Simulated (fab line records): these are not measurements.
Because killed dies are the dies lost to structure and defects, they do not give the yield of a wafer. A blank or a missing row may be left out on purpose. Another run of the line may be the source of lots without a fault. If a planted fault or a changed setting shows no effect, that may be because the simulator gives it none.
fab line records ; flow sky130
record lots=13; wafers=39; lastDay=50
route steps=708 shown METAL1@438 VIA4@642 PASSIVATION@681 PAD_OPEN@708
lots with no fault: from the same line, run without faults
startH: the number of hours between the record's first day and the start of the first shown wafer of the lot ; waitH: hours from the lot's prior step to this one ; " same as the row above ; L1.1+2: several wafers, shown together as one row ; - no value, or no start was given ; * or withheld: withheld ; < > ~ a bound
route shown NAME@n: NAME is a module with steps in the file, n the number in the route of the first one ; usual: mean and standard deviation over wafers with no fault ; same: alike in all rows ; chamber/n: place in a boat ; sites: readings site by site ; _std_site: standard deviation of those values ; _edge_site: the outer-site mean with the inner-site mean subtracted ; radiusMm: for every site, how far away it sits from the centre of the wafer ; mask NAME#n: copy n ; behind: the last tool/chamber to shape the wafer ; hold: the reason the lot was held/the length of the hold in hours/how it ended ; device: the n, p or np transistor that did not switch ; end of line: the same wafers' tests at the end of the route ; for a step that has no rows: nothing shown but its recipe ; killed: not the wafer's yield, but the dies lost to structure and defects at the first sort ; map: the dies of a wafer, with x for killed, . for not killed, _ for no die there
set.NAME: the setting as run; set.NAME@STEP: as run at that earlier step ; model.NAME: the simulator's own value behind a step, which no gauge read
one table for each step of the route and one row for each wafer, over a sample of lots
services: the hour from which a tool's chamber was out of use, counted from the record's first day as startH (under 0 if before that day), plus the number of hours and why
## steps
# step SKY_METAL1_SPUTTER_04
# recipe material=TiN; targetThkNm=70; powerW=6500; timeS=58.3; chamberPressurePa=0.4
# usual throttleValvePct=30.6/1.2
lot.wafer;tool;chamber;startH;waitH;throttleValvePct
L818.3;pvdSputter-02;-;785.69;0.0;33.6
L818.5;pvdSputter-02;-;785.69;0.0;31.6
L818.6;pvdSputter-02;-;785.69;0.0;33.7
L819.1;pvdSputter-02;-;791.30;0.0;28.9
L819.4;pvdSputter-02;-;791.30;0.0;31.8
L819.6;pvdSputter-02;-;791.30;0.0;32.0
L820.1;pvdSputter-01;-;806.00;0.0;29.9
L820.2;pvdSputter-01;-;806.00;0.0;30.9
L820.6;pvdSputter-01;-;806.00;0.0;30.9
L821.1;pvdSputter-02;-;813.54;0.0;30.4
L821.2;pvdSputter-02;-;813.54;0.0;33.2
L821.4;pvdSputter-02;-;813.54;0.0;28.7
L822.2;pvdSputter-02;-;821.39;0.0;33.5
L822.3;pvdSputter-02;-;821.39;0.0;31.7
L822.6;pvdSputter-02;-;821.39;0.0;30.6
L824.1;pvdSputter-02;-;826.20;0.0;33.5
L824.3;pvdSputter-02;-;826.20;0.0;31.6
L824.5;pvdSputter-02;-;826.20;0.0;30.5
L825.1;pvdSputter-03;-;840.33;0.0;30.6
L825.4;pvdSputter-03;-;840.33;0.0;29.9
L825.5;pvdSputter-03;-;840.33;0.0;30.6
L827.4;pvdSputter-02;-;853.10;0.0;33.6
L827.5;pvdSputter-02;-;853.10;0.0;30.4
L827.6;pvdSputter-02;-;853.10;0.0;31.5
L829.2;pvdSputter-02;-;860.27;0.0;33.5
L829.3;pvdSputter-02;-;860.27;0.0;31.7
L829.4;pvdSputter-02;-;860.27;0.0;28.6
L834.3;pvdSputter-03;-;900.03;0.0;29.8
L834.4;pvdSputter-03;-;900.03;0.0;28.8
L834.5;pvdSputter-03;-;900.03;0.0;30.8
L835.2;pvdSputter-01;-;906.16;0.0;30.7
L835.5;pvdSputter-01;-;906.16;0.0;30.0
L835.6;pvdSputter-01;-;906.16;0.0;30.9
L836.2;pvdSputter-01;-;914.82;0.0;30.8
L836.3;pvdSputter-01;-;914.82;0.0;31.0
L836.4;pvdSputter-01;-;914.82;0.0;30.1
L837.1;pvdSputter-03;-;919.99;0.0;28.8
L837.2;pvdSputter-03;-;919.99;0.0;30.0
L837.6;pvdSputter-03;-;919.99;0.0;30.6
# step SKY_VIA4_BOW_MEAS_03
# recipe mode=bow
# usual VIA4_BOW=79/8.4
lot.wafer;tool;chamber;startH;waitH;VIA4_BOW[um]
L818.3;filmMetro-04;-;1025.24;0.1;88
L818.5;filmMetro-04;-;1025.24;0.1;91
L818.6;filmMetro-04;-;1025.24;0.1;75
L819.1;filmMetro-04;-;1028.77;0.1;66
L819.4;filmMetro-04;-;1028.77;0.1;72
L819.6;filmMetro-04;-;1028.77;0.1;68
L820.1;filmMetro-01;-;1042.98;0.1;81
L820.2;filmMetro-01;-;1042.98;0.1;80
L820.6;filmMetro-01;-;1042.98;0.1;78
L821.1;filmMetro-03;-;1049.69;0.2;86
L821.2;filmMetro-03;-;1049.69;0.2;72
L821.4;filmMetro-03;-;1049.69;0.2;96
L822.2;filmMetro-04;-;1054.54;0.1;74
L822.3;filmMetro-04;-;1054.54;0.1;69
L822.6;filmMetro-04;-;1054.54;0.1;69
L824.1;filmMetro-03;-;1059.78;0.2;78
L824.3;filmMetro-03;-;1059.78;0.2;77
L824.5;filmMetro-03;-;1059.78;0.2;77
L825.1;filmMetro-04;-;1071.36;0.1;81
L825.4;filmMetro-04;-;1071.36;0.1;72
L825.5;filmMetro-04;-;1071.36;0.1;82
L827.4;filmMetro-03;-;1079.75;0.3;79
L827.5;filmMetro-03;-;1079.75;0.3;74
L827.6;filmMetro-03;-;1079.75;0.3;90
L829.2;filmMetro-03;-;1087.32;0.2;66
L829.3;filmMetro-03;-;1087.32;0.2;72
L829.4;filmMetro-03;-;1087.32;0.2;77
L834.3;filmMetro-04;-;1118.23;0.2;79
L834.4;filmMetro-04;-;1118.23;0.2;79
L834.5;filmMetro-04;-;1118.23;0.2;90
L835.2;filmMetro-03;-;1124.22;0.2;94
L835.5;filmMetro-03;-;1124.22;0.2;84
L835.6;filmMetro-03;-;1124.22;0.2;93
L836.2;filmMetro-01;-;1132.00;0.2;73
L836.3;filmMetro-01;-;1132.00;0.2;73
L836.4;filmMetro-01;-;1132.00;0.2;84
L837.1;filmMetro-01;-;1134.61;0.2;80
L837.2;filmMetro-01;-;1134.61;0.2;80
L837.6;filmMetro-01;-;1134.61;0.2;73
# step SKY_PASSIVATION_CVD_00
# recipe material=SiO2; targetThkNm=90; tempC=400; timeS=withheld; rfW=600
# usual heaterPowerW=727/92
lot.wafer;tool;chamber;startH;waitH;heaterPowerW
L818.3;pecvd-02;1;1072.53;0.0;638
L818.5;pecvd-02;0;1072.53;0.0;724
L818.6;pecvd-02;2;1072.53;0.0;740
L819.1;pecvd-01;0;1075.28;0.0;723
L819.4;pecvd-01;1;1075.28;0.0;610
L819.6;pecvd-01;0;1075.28;0.0;744
L820.1;pecvd-01;2;1088.21;0.0;702
L820.2;pecvd-01;0;1088.21;0.0;794
L820.6;pecvd-01;2;1088.21;0.0;701
L821.1;pecvd-02;1;1095.20;0.0;558
L821.2;pecvd-02;0;1095.20;0.0;794
L821.4;pecvd-02;1;1095.20;0.0;573
L822.2;pecvd-01;2;1099.18;0.0;639
L822.3;pecvd-01;2;1099.18;0.0;626
L822.6;pecvd-01;0;1099.18;0.0;799
L824.1;pecvd-02;2;1105.15;0.0;818
L824.3;pecvd-02;1;1105.15;0.0;666
L824.5;pecvd-02;1;1105.15;0.0;516
L825.1;pecvd-02;2;1115.18;0.0;683
L825.4;pecvd-02;2;1115.18;0.0;704
L825.5;pecvd-02;0;1115.18;0.0;809
L827.4;pecvd-03;0;1122.48;0.0;751
L827.5;pecvd-03;2;1122.48;0.0;783
L827.6;pecvd-03;1;1122.48;0.0;929
L829.2;pecvd-02;0;1130.15;0.0;772
L829.3;pecvd-02;1;1130.15;0.0;573
L829.4;pecvd-02;0;1130.15;0.0;776
L834.3;pecvd-01;0;1158.89;0.0;804
L834.4;pecvd-01;1;1158.89;0.0;662
L834.5;pecvd-01;2;1158.89;0.0;741
L835.2;pecvd-02;0;1165.46;0.0;792
L835.5;pecvd-02;2;1165.46;0.0;849
L835.6;pecvd-02;1;1165.46;0.0;601
L836.2;pecvd-03;0;1171.59;0.0;660
L836.3;pecvd-03;2;1171.59;0.0;924
L836.4;pecvd-03;2;1171.59;0.0;901
L837.1;pecvd-02;0;1173.68;0.0;747
L837.2;pecvd-02;2;1173.68;0.0;788
L837.6;pecvd-02;1;1173.68;0.0;601
# step SKY_PASSIVATION_CVD_02
# recipe material=Si3N4; targetThkNm=540; tempC=400; timeS=withheld; rfW=450
# usual heaterPowerW=824/99
lot.wafer;tool;chamber;startH;waitH;heaterPowerW
L818.3;pecvd-03;0;1072.61;0.0;729
L818.5;pecvd-03;1;1072.61;0.0;867
L818.6;pecvd-03;2;1072.61;0.0;979
L819.1;pecvd-03;0;1075.36;0.1;731
L819.4;pecvd-03;2;1075.36;0.1;990
L819.6;pecvd-03;0;1075.36;0.1;751
L820.1;pecvd-02;1;1088.30;0.1;627
L820.2;pecvd-02;0;1088.30;0.1;795
L820.6;pecvd-02;1;1088.30;0.1;674
L821.1;pecvd-03;0;1095.28;0.1;767
L821.2;pecvd-03;1;1095.28;0.1;856
L821.4;pecvd-03;1;1095.28;0.1;883
L822.2;pecvd-03;2;1099.27;0.0;945
L822.3;pecvd-03;0;1099.27;0.0;663
L822.6;pecvd-03;2;1099.27;0.0;984
L824.1;pecvd-03;1;1105.23;0.1;911
L824.3;pecvd-03;2;1105.23;0.1;1022
L824.5;pecvd-03;1;1105.23;0.1;938
L825.1;pecvd-03;1;1115.26;0.1;942
L825.4;pecvd-03;2;1115.26;0.1;813
L825.5;pecvd-03;0;1115.26;0.1;631
L827.4;pecvd-01;1;1122.66;0.1;744
L827.5;pecvd-01;0;1122.66;0.1;878
L827.6;pecvd-01;2;1122.66;0.1;780
L829.2;pecvd-01;2;1130.23;0.0;806
L829.3;pecvd-01;1;1130.23;0.0;768
L829.4;pecvd-01;2;1130.23;0.0;806
L834.3;pecvd-03;2;1158.98;0.0;1001
L834.4;pecvd-03;1;1158.98;0.0;786
L834.5;pecvd-03;2;1158.98;0.0;801
L835.2;pecvd-03;1;1165.54;0.0;965
L835.5;pecvd-03;0;1165.54;0.0;798
L835.6;pecvd-03;1;1165.54;0.0;766
L836.2;pecvd-01;1;1171.68;0.0;811
L836.3;pecvd-01;2;1171.68;0.0;801
L836.4;pecvd-01;1;1171.68;0.0;655
L837.1;pecvd-03;0;1173.76;0.1;686
L837.2;pecvd-03;1;1173.76;0.1;947
L837.6;pecvd-03;1;1173.76;0.1;929
# step SKY_PAD_OPEN_PROBE_99
# usual defectLimitedYield=82.7/1.9; killed_at_M0_to_M3=43/7.1; killed_at_M4_up=3.2/1.9; killedAtContacts=23/5.1; killedAtFrontEnd=15/4.5; killedAtOther=0.4/0.65; killedDies=85/9.4; killedOpen=47/6.8; killedShort=38/6.1; sort_bin_3_pad_short=0.8/0.38; sort_bin_5_function=10.3/1.5; sort_bin_6_memory=6.2/1.1; sortNPass=407/9.4; sortYieldPct=82.7/1.9
# same grossDies=492; killedAtBackSide=0; sort_bin_4_leakage[%]=0; sort_bin_8_speed[%]=0
lot.wafer;tool;chamber;startH;waitH;defectLimitedYield[%];killed_at_M0_to_M3;killed_at_M4_up;killedAtContacts;killedAtFrontEnd;killedAtOther;killedDies;killedOpen;killedShort;sort_bin_3_pad_short[%];sort_bin_5_function[%];sort_bin_6_memory[%];sortNPass;sortYieldPct[%]
L818.3;prober-02;-;1115.88;0.2;80.7;44;1;30;19;1;95;47;48;1.0;9.6;8.7;397;80.7
L818.5;prober-02;-;1115.98;0.2;84.3;39;1;25;12;0;77;42;35;1.6;10.2;3.9;415;84.3
L818.6;prober-02;-;1116.03;0.2;83.3;43;5;19;13;2;82;41;41;1.6;10.2;4.9;410;83.3
L819.1;prober-01;-;1118.34;0.1;81.9;50;3;17;18;1;89;46;41;0.8;10.0;7.3;403;81.9
L819.4;prober-01;-;1118.49;0.2;81.3;50;5;19;17;1;92;46;44;1.2;10.4;7.1;400;81.3
L819.6;prober-01;-;1118.59;0.2;80.5;52;3;17;23;1;96;47;46;0.2;12.8;6.5;396;80.5
L820.1;prober-02;-;1130.91;0.1;79.7;50;2;29;18;1;100;55;45;0.6;13.6;6.1;392;79.7
L820.2;prober-02;-;1130.96;0.1;80.5;50;4;31;11;0;96;51;45;0.8;11.4;7.3;396;80.5
L820.6;prober-02;-;1131.16;0.2;81.1;50;2;23;18;0;93;47;46;1.6;9.8;7.5;399;81.1
L821.1;prober-01;-;1137.98;0.1;79.7;51;1;32;15;1;100;64;36;1.2;13.8;5.3;392;79.7
L821.2;prober-01;-;1138.03;0.1;82.5;46;3;20;17;0;86;48;38;0.4;12.4;4.7;406;82.5
L821.4;prober-01;-;1138.13;0.2;78.5;46;4;32;24;0;106;56;50;1.0;13.8;6.7;386;78.5
L822.2;prober-02;-;1142.47;0.1;82.1;49;1;21;16;1;88;48;39;1.0;10.6;6.3;404;82.1
L822.3;prober-02;-;1142.52;0.2;83.7;46;2;21;10;1;80;42;38;0.2;10.6;5.5;412;83.7
L822.6;prober-02;-;1142.67;0.2;82.1;44;6;29;9;0;88;54;34;1.6;9.6;6.7;404;82.1
L824.1;prober-02;-;1147.75;0.1;82.7;49;3;19;14;0;85;50;35;0.4;10.4;6.5;407;82.7
L824.3;prober-02;-;1147.85;0.2;75.4;91;2;15;13;0;121;37;29;3.9;14.6;6.1;371;75.4
L824.5;prober-02;-;1147.95;0.2;83.7;41;5;23;11;0;80;41;38;1.0;10.2;5.1;412;83.7
L825.1;prober-01;-;1156.78;0.1;83.3;46;1;21;14;0;82;45;36;0.6;9.8;6.3;410;83.3
L825.4;prober-01;-;1156.93;0.2;81.5;42;4;27;18;0;91;53;36;0.8;12.6;5.1;401;81.5
L825.5;prober-01;-;1156.98;0.2;82.3;43;4;28;12;0;87;52;35;0.4;12.6;4.7;405;82.3
L827.4;prober-01;-;1163.07;0.2;84.8;32;3;23;15;2;75;45;30;0.4;8.5;6.3;417;84.8
L827.5;prober-01;-;1163.12;0.2;81.5;43;1;28;19;0;91;50;41;0.6;12.0;5.9;401;81.5
L827.6;prober-01;-;1163.17;0.2;73.0;91;5;23;14;0;133;41;39;2.6;16.7;7.7;359;73.0
L829.2;prober-02;-;1170.67;0.1;83.7;40;3;23;14;0;80;45;35;0.4;9.3;6.5;412;83.7
L829.3;prober-02;-;1170.72;0.2;73.2;101;1;21;8;1;132;40;38;2.2;16.3;8.3;360;73.2
L829.4;prober-02;-;1170.77;0.2;81.5;45;6;26;14;0;91;52;39;0.8;11.4;6.3;401;81.5
L834.3;prober-02;-;1193.56;0.2;81.9;42;3;27;16;1;89;45;44;1.2;11.2;5.7;403;81.9
L834.4;prober-02;-;1193.61;0.2;82.3;45;2;27;13;0;87;48;39;1.4;10.0;6.3;405;82.3
L834.5;prober-02;-;1193.66;0.2;83.1;36;2;28;17;0;83;41;42;0.8;10.0;6.1;409;83.1
L835.2;prober-01;-;1198.63;0.1;82.9;44;2;27;11;0;84;42;42;0.4;10.2;6.5;408;82.9
L835.5;prober-01;-;1198.78;0.2;83.3;41;0;26;15;0;82;48;34;1.0;8.7;6.9;410;83.3
L835.6;prober-01;-;1198.83;0.2;83.3;35;7;28;11;1;82;45;36;0.6;10.0;6.1;410;83.3
L836.2;prober-02;-;1203.73;0.1;82.7;42;3;24;16;0;85;49;36;0.4;11.0;5.9;407;82.7
L836.3;prober-02;-;1203.78;0.2;84.8;36;7;18;14;0;75;35;40;1.2;7.9;6.1;417;84.8
L836.4;prober-02;-;1203.83;0.2;82.5;40;6;21;19;0;86;48;38;0.8;10.6;6.1;406;82.5
L837.1;prober-02;-;1206.03;0.1;85.0;34;3;21;16;0;74;42;32;0.8;8.9;5.3;418;85.0
L837.2;prober-02;-;1206.08;0.1;84.6;38;2;28;8;0;76;45;31;0.6;8.5;6.3;416;84.6
L837.6;prober-02;-;1206.28;0.2;81.7;49;3;21;15;2;90;50;39;0.8;9.3;8.1;402;81.7
# killed by level:class
L818.3 CONTACT:geometricParticle:open=8 VIA1:geometricParticle:open=8 LI_CONTACT:geometricParticle:open=7 VIA2:geometricParticle:open=7 CONTACT:geometricParticle:short=6 LOCAL_INTERCONNECT:geometricParticle:short=6 METAL2:geometricParticle:short=6 VIA3:geometricParticle:short=5
L818.5 VIA2:geometricParticle:open=9 LI_CONTACT:geometricParticle:open=8 VIA1:geometricParticle:open=7 CONTACT:geometricParticle:short=6 CONTACT:geometricParticle:open=5 METAL1:geometricParticle:short=4 FIELD_ISO:geometricParticle:open=4 LOCAL_INTERCONNECT:geometricParticle:short=4
L818.6 VIA1:geometricParticle:open=9 LI_CONTACT:geometricParticle:open=6 LOCAL_INTERCONNECT:geometricParticle:short=5 METAL2:geometricParticle:short=5 FIELD_ISO:geometricParticle:short=4 CONTACT:geometricParticle:short=4 METAL1:geometricParticle:short=4 METAL2:geometricParticle:open=4
L819.1 VIA1:geometricParticle:open=9 VIA2:geometricParticle:short=7 VIA2:geometricParticle:open=7 FIELD_ISO:geometricParticle:open=6 METAL1:geometricParticle:short=5 LI_CONTACT:geometricParticle:open=5 CONTACT:geometricParticle:short=5 VIA3:geometricParticle:open=5
L819.4 METAL1:geometricParticle:short=13 VIA1:geometricParticle:open=10 CONTACT:geometricParticle:open=8 METAL2:geometricParticle:short=8 FIELD_ISO:geometricParticle:short=7 VIA2:geometricParticle:open=5 POLY_GATE:geometricParticle:open=4 LI_CONTACT:geometricParticle:open=4
L819.6 FIELD_ISO:geometricParticle:open=8 FIELD_ISO:geometricParticle:short=8 CONTACT:geometricParticle:open=7 METAL2:geometricParticle:short=7 VIA2:geometricParticle:open=7 LI_CONTACT:geometricParticle:open=6 VIA3:geometricParticle:open=6 METAL1:geometricParticle:short=6
L820.1 VIA1:geometricParticle:open=15 VIA3:geometricParticle:open=8 CONTACT:geometricParticle:short=7 LI_CONTACT:geometricParticle:open=7 CONTACT:geometricParticle:open=7 VIA2:geometricParticle:open=7 FIELD_ISO:geometricParticle:short=6 VIA1:geometricParticle:short=6
L820.2 CONTACT:geometricParticle:open=9 CONTACT:geometricParticle:short=9 VIA3:geometricParticle:open=9 LI_CONTACT:geometricParticle:open=8 VIA1:geometricParticle:open=8 VIA1:geometricParticle:short=7 VIA2:geometricParticle:open=7 METAL2:geometricParticle:short=6
L820.6 VIA2:geometricParticle:open=12 CONTACT:geometricParticle:open=9 VIA1:geometricParticle:short=8 VIA3:geometricParticle:open=7 POLY_GATE:geometricParticle:open=6 METAL1:geometricParticle:short=6 POLY_GATE:geometricParticle:short=5 LOCAL_INTERCONNECT:geometricParticle:short=5
L821.1 LI_CONTACT:geometricParticle:open=12 VIA2:geometricParticle:open=10 CONTACT:geometricParticle:open=10 VIA1:geometricParticle:open=9 VIA3:geometricParticle:open=8 METAL1:geometricParticle:short=5 FIELD_ISO:geometricParticle:short=4 FIELD_ISO:geometricParticle:open=4
L821.2 VIA1:geometricParticle:open=10 LI_CONTACT:geometricParticle:open=8 CONTACT:geometricParticle:open=6 VIA2:geometricParticle:short=5 VIA3:geometricParticle:open=5 FIELD_ISO:geometricParticle:short=4 METAL1:geometricParticle:short=4 VIA1:geometricParticle:short=4
L821.4 CONTACT:geometricParticle:open=15 VIA1:geometricParticle:open=11 VIA2:geometricParticle:open=7 CONTACT:geometricParticle:short=7 METAL1:geometricParticle:short=7 POLY_GATE:geometricParticle:short=5 POLY_GATE:geometricParticle:open=5 METAL2:geometricParticle:short=5
L822.2 CONTACT:geometricParticle:open=10 VIA1:geometricParticle:open=10 METAL1:geometricParticle:short=7 FIELD_ISO:geometricParticle:open=6 VIA1:geometricParticle:short=6 VIA3:geometricParticle:open=6 POLY_GATE:geometricParticle:open=4 LI_CONTACT:geometricParticle:open=4
L822.3 CONTACT:geometricParticle:open=8 VIA2:geometricParticle:open=8 VIA1:geometricParticle:open=7 METAL2:geometricParticle:short=6 VIA2:geometricParticle:short=6 LI_CONTACT:geometricParticle:open=4 LOCAL_INTERCONNECT:geometricParticle:short=4 VIA3:geometricParticle:open=4
L822.6 VIA1:geometricParticle:open=19 CONTACT:geometricParticle:open=10 LI_CONTACT:geometricParticle:open=7 METAL2:geometricParticle:short=6 VIA2:geometricParticle:open=6 LOCAL_INTERCONNECT:geometricParticle:short=4 VIA3:geometricParticle:open=4 METAL4:geometricParticle:short=4
L824.1 VIA3:geometricParticle:open=13 CONTACT:geometricParticle:open=8 METAL2:geometricParticle:short=6 VIA1:geometricParticle:open=6 VIA2:geometricParticle:open=6 METAL1:geometricParticle:short=5 FIELD_ISO:geometricParticle:open=4 LI_CONTACT:geometricParticle:open=4
L824.3 METAL1:unspecified=54 VIA1:geometricParticle:open=11 CONTACT:geometricParticle:open=6 POLY_GATE:geometricParticle:open=5 VIA2:geometricParticle:open=5 METAL1:geometricParticle:short=4 VIA1:geometricParticle:short=4 LOCAL_INTERCONNECT:geometricParticle:short=3
L824.5 VIA1:geometricParticle:open=14 CONTACT:geometricParticle:open=7 METAL2:geometricParticle:short=7 LOCAL_INTERCONNECT:geometricParticle:short=6 LI_CONTACT:geometricParticle:open=5 VIA2:geometricParticle:open=5 VIA3:geometricParticle:open=5 METAL1:geometricParticle:short=4
L825.1 VIA1:geometricParticle:open=14 CONTACT:geometricParticle:open=8 METAL2:geometricParticle:short=8 LI_CONTACT:geometricParticle:open=7 VIA1:geometricParticle:short=5 VIA3:geometricParticle:short=5 FIELD_ISO:geometricParticle:open=3 FIELD_ISO:geometricParticle:short=3
L825.4 CONTACT:geometricParticle:open=12 VIA1:geometricParticle:open=10 LI_CONTACT:geometricParticle:open=6 METAL2:geometricParticle:short=6 VIA3:geometricParticle:open=6 FIELD_ISO:geometricParticle:short=5 VIA2:geometricParticle:open=5 POLY_GATE:geometricParticle:short=4
L825.5 VIA1:geometricParticle:open=13 CONTACT:geometricParticle:open=9 VIA3:geometricParticle:open=8 LI_CONTACT:geometricParticle:short=6 LI_CONTACT:geometricParticle:open=6 FIELD_ISO:geometricParticle:short=4 VIA2:geometricParticle:open=4 LOCAL_INTERCONNECT:geometricParticle:short=4
L827.4 CONTACT:geometricParticle:open=12 VIA1:geometricParticle:open=6 FIELD_ISO:geometricParticle:short=5 METAL1:geometricParticle:short=5 VIA2:geometricParticle:open=5 VIA3:geometricParticle:open=5 LI_CONTACT:geometricParticle:open=3 LI_CONTACT:geometricParticle:short=3
L827.5 VIA3:geometricParticle:open=10 LI_CONTACT:geometricParticle:open=9 POLY_GATE:geometricParticle:short=8 VIA2:geometricParticle:open=7 VIA1:geometricParticle:open=7 CONTACT:geometricParticle:open=5 CONTACT:geometricParticle:short=5 LOCAL_INTERCONNECT:geometricParticle:short=4
L827.6 METAL1:unspecified=53 VIA1:geometricParticle:open=10 LOCAL_INTERCONNECT:geometricParticle:short=9 VIA3:geometricParticle:open=8 VIA2:geometricParticle:open=7 FIELD_ISO:geometricParticle:short=6 CONTACT:geometricParticle:open=5 LI_CONTACT:geometricParticle:short=3
L829.2 LI_CONTACT:geometricParticle:open=11 VIA1:geometricParticle:open=9 POLY_GATE:geometricParticle:short=6 METAL1:geometricParticle:short=6 VIA2:geometricParticle:open=6 CONTACT:geometricParticle:open=5 VIA3:geometricParticle:open=5 FIELD_ISO:geometricParticle:open=3
L829.3 METAL1:unspecified=54 VIA1:geometricParticle:open=10 METAL1:geometricParticle:short=9 LI_CONTACT:geometricParticle:open=7 CONTACT:geometricParticle:open=7 VIA3:geometricParticle:open=7 METAL2:geometricParticle:short=6 FIELD_ISO:geometricParticle:short=5
L829.4 CONTACT:geometricParticle:open=11 VIA1:geometricParticle:short=9 VIA1:geometricParticle:open=8 VIA3:geometricParticle:open=8 LI_CONTACT:geometricParticle:open=7 VIA2:geometricParticle:open=5 FIELD_ISO:geometricParticle:open=4 METAL1:geometricParticle:short=4
L834.3 CONTACT:geometricParticle:open=8 VIA3:geometricParticle:open=8 LI_CONTACT:geometricParticle:open=7 METAL1:geometricParticle:short=6 CONTACT:geometricParticle:short=5 VIA1:geometricParticle:short=5 METAL2:geometricParticle:short=5 FIELD_ISO:geometricParticle:open=4
L834.4 VIA1:geometricParticle:open=12 CONTACT:geometricParticle:open=10 VIA3:geometricParticle:open=9 METAL1:geometricParticle:short=6 VIA3:geometricParticle:short=6 POLY_GATE:geometricParticle:open=5 LI_CONTACT:geometricParticle:open=5 LOCAL_INTERCONNECT:geometricParticle:short=5
L834.5 CONTACT:geometricParticle:open=13 VIA1:geometricParticle:open=8 FIELD_ISO:geometricParticle:short=7 METAL2:geometricParticle:short=7 LI_CONTACT:geometricParticle:open=6 CONTACT:geometricParticle:short=5 VIA3:geometricParticle:open=5 POLY_GATE:geometricParticle:short=4
L835.2 VIA1:geometricParticle:open=11 LOCAL_INTERCONNECT:geometricParticle:short=8 VIA1:geometricParticle:short=8 CONTACT:geometricParticle:open=7 VIA2:geometricParticle:short=6 VIA3:geometricParticle:open=6 FIELD_ISO:geometricParticle:open=5 CONTACT:geometricParticle:short=5
L835.5 VIA1:geometricParticle:open=17 CONTACT:geometricParticle:open=9 LI_CONTACT:geometricParticle:open=7 LOCAL_INTERCONNECT:geometricParticle:short=5 METAL2:geometricParticle:short=5 FIELD_ISO:geometricParticle:open=4 METAL1:geometricParticle:short=4 VIA2:geometricParticle:open=4
L835.6 LI_CONTACT:geometricParticle:open=9 VIA1:geometricParticle:open=9 CONTACT:geometricParticle:open=8 VIA2:geometricParticle:open=7 METAL4:geometricParticle:short=5 VIA3:geometricParticle:short=4 VIA2:geometricParticle:short=4 LI_CONTACT:geometricParticle:short=3
L836.2 LI_CONTACT:geometricParticle:open=10 VIA1:geometricParticle:open=9 METAL1:geometricParticle:short=8 FIELD_ISO:geometricParticle:open=7 CONTACT:geometricParticle:open=6 CONTACT:geometricParticle:short=5 VIA2:geometricParticle:open=5 METAL3:geometricParticle:short=4
L836.3 METAL2:geometricParticle:short=9 CONTACT:geometricParticle:open=8 FIELD_ISO:geometricParticle:open=7 VIA3:geometricParticle:short=7 FIELD_ISO:geometricParticle:short=6 METAL4:geometricParticle:short=5 METAL1:geometricParticle:short=5 LI_CONTACT:geometricParticle:open=4
L836.4 VIA1:geometricParticle:open=12 LOCAL_INTERCONNECT:geometricParticle:short=7 CONTACT:geometricParticle:open=7 FIELD_ISO:geometricParticle:short=6 VIA3:geometricParticle:open=6 POLY_GATE:geometricParticle:short=5 LI_CONTACT:geometricParticle:open=5 METAL1:geometricParticle:short=5
L837.1 CONTACT:geometricParticle:open=9 VIA1:geometricParticle:open=6 VIA3:geometricParticle:open=6 POLY_GATE:geometricParticle:open=5 VIA2:geometricParticle:short=5 POLY_GATE:geometricParticle:short=4 LI_CONTACT:geometricParticle:open=4 CONTACT:geometricParticle:short=4
L837.2 VIA2:geometricParticle:open=10 CONTACT:geometricParticle:open=10 VIA1:geometricParticle:open=10 LI_CONTACT:geometricParticle:short=5 CONTACT:geometricParticle:short=5 VIA1:geometricParticle:short=5 LI_CONTACT:geometricParticle:open=4 LOCAL_INTERCONNECT:geometricParticle:short=4
L837.6 VIA1:geometricParticle:open=13 FIELD_ISO:geometricParticle:open=8 VIA3:geometricParticle:open=8 LI_CONTACT:geometricParticle:open=7 CONTACT:geometricParticle:open=6 METAL1:geometricParticle:short=6 VIA2:geometricParticle:open=6 METAL3:geometricParticle:short=5
## services
tool;chamber;startH;hours;kind
pvdSputter-03;-;771.73;4.0;repair
pvdSputter-01;-;779.61;4.9;repair
pvdSputter-03;-;802.24;6.7;repair
pecvd-03;-;831.01;2.8;pm
pecvd-01;2;853.49;14.7;repair
pecvd-01;-;853.52;28.1;pm
pvdSputter-02;-;867.82;0.9;repair
pecvd-02;-;916.96;0.3;repair
pecvd-02;-;919.46;101.6;repair
pecvd-01;-;933.69;14.6;pm
pecvd-01;-;960.78;1.2;repair
pecvd-01;0;967.03;11.8;repair
pecvd-03;-;983.07;5.5;pm
pvdSputter-02;-;1001.31;36.9;repair
pecvd-03;2;1004.55;23.2;repair
pecvd-02;-;1021.02;6.0;pm
pecvd-01;-;1037.80;2.8;pm
pecvd-01;-;1058.07;0.6;repair
pvdSputter-03;-;1072.37;1.8;repair
pvdSputter-03;-;1074.54;0.5;repair
pvdSputter-01;-;1116.54;2.1;repair
pecvd-03;-;1122.82;28.1;pm
pvdSputter-02;-;1153.65;1.1;repair
pecvd-02;-;1163.72;1.7;repair
## key
firstSign step=SKY_PAD_OPEN_PROBE_99; reading=killed_at_M0_to_M3; direction=up; sigmas=7.2; usual=43; struck=94
effect step=SKY_PAD_OPEN_PROBE_99; reading=sort_bin_3_pad_short; direction=up; sigmas=5.5; usual=0.8; struck=2.9
metAt SKY_METAL1_SPUTTER_04
struckLots L824,L827,L829
struckWafers L824.3,L827.6,L829.3
notActingAt SKY_VIA4_BOW_MEAS_03,SKY_PASSIVATION_CVD_00,SKY_PASSIVATION_CVD_02
onsetBetween 821.39 826.20
fault kind=chamberParticleSource; tool=pvdSputter-02; chamber=-; onsetH=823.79; steps=SKY_METAL1_SPUTTER_04; ratePerVisitCm2=0.83775; endH=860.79; scope=struckWafersOnly
